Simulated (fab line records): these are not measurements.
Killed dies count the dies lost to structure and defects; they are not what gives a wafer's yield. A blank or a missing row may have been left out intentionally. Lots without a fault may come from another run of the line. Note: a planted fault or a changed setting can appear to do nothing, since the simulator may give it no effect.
Problem report in the 8D (eight disciplines) form, filled by code / flow sfq-line / the parts of the form that need people (team, actions taken, sign-off) are left out

1. THE ISSUE
Wafers with no fault read 217 s with a standard deviation of 7.4, whereas time-to-endpoint-s at SFQ_TRILAYER_I1_CMP_CMP_046 reads a mean of 125 s on 1 wafer of 1 lot. That puts it -12 standard deviations away from the usual mean.
The step: polishes SiO2.
First observed at day 13 15:05: wafer L131.4, on cmp-02. The record has a number at this step for 39 wafers belonging to 13 lots. By rule, "out" or "out of limits" means more than 4 standard deviations away from the usual mean. All remaining wafers that have a number are taken as sound.

2. WHAT THIS IS AND IS NOT
question=which readings at this step | is=time-to-endpoint-s | is not=motor-current-A, platen-rpm
question=which lots | is=L131 | is not=L124, L125, L126, L127, L129, L133, L134, L142, L143, L145, L146, L147
question=which wafers of those lots | is=L131.4 | is not=L131.2, L131.3
question=read on which tools | is=cmp-02 | is not=cmp-01
question=when | is=from day 13 15:05 | is not=up to then (17 sound wafers); but 21 sound wafers of L133, L134, L142, L143, L145, L146, L147 came after

3. THE SUSPECTS, EACH WITH WHAT RULES IT OUT
Counting: any tool at a process step up to the reading remains a suspect provided it ran every lot that is out. Sound lots after the first of them don't rule it out here, since some wafers of a struck lot are sound.
- rie-metal-03 at SFQ_TRILAYER_L0_VIA_STRIP_STRIP_017 (strips in O2): kept. The lot that is out, L131, ran on it at day 6 21:32; the last sound lot it ran before that was L129, at day 6 11:23.
- cmp-02 at SFQ_TRILAYER_I1_CMP_CMP_046 (polishes SiO2): kept. The lot that is out, L131, ran on it at day 13 14:05; the last sound lot it ran before that was L129, at day 13 02:05. Its own readings are out on those wafers: time-to-endpoint-s.
- Within rie-metal-03 at SFQ_TRILAYER_L0_VIA_STRIP_STRIP_017: the wafers that are out ran in chamber 1; their sound lot-mates ran in chamber 0.
- In cmp-02 at SFQ_TRILAYER_I1_CMP_CMP_046, the wafers that are out were processed in chamber 1 and their sound lot-mates in chambers 0, 2.
Remaining after the count are rie-metal-03 at SFQ_TRILAYER_L0_VIA_STRIP_STRIP_017 and cmp-02 at SFQ_TRILAYER_I1_CMP_CMP_046.

4. THE CAUSE (what the simulator had put in)
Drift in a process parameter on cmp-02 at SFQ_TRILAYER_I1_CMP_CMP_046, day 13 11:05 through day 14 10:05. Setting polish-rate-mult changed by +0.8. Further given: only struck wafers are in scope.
Counting left 2 suspects, and this tool is among them.

5. SEQUENCE OF EFFECTS, ordered by route
Each row: a reading where the mean over the struck wafers with a number is more than 3 standard deviations away from the usual. Scope: only readings with a usual standard deviation given in the record; hours: median across lots of the time from each lot's start at the first step in this table that gives one to its start at this step; sigmas: change in usual standard deviations.
hours=0; step=SFQ_TRILAYER_I1_CMP_CMP_046; reading=time-to-endpoint-s; usual=217 s; on struck wafers=125; change=-92; sigmas=-12
The process steps in it:
- SFQ_TRILAYER_I1_CMP_CMP_046: polishes SiO2.

6. WHAT WOULD HAVE CAUGHT IT SOONER
In this record the first reading out of limits was taken at day 13 15:05, 4 hours after the fault began at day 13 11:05.
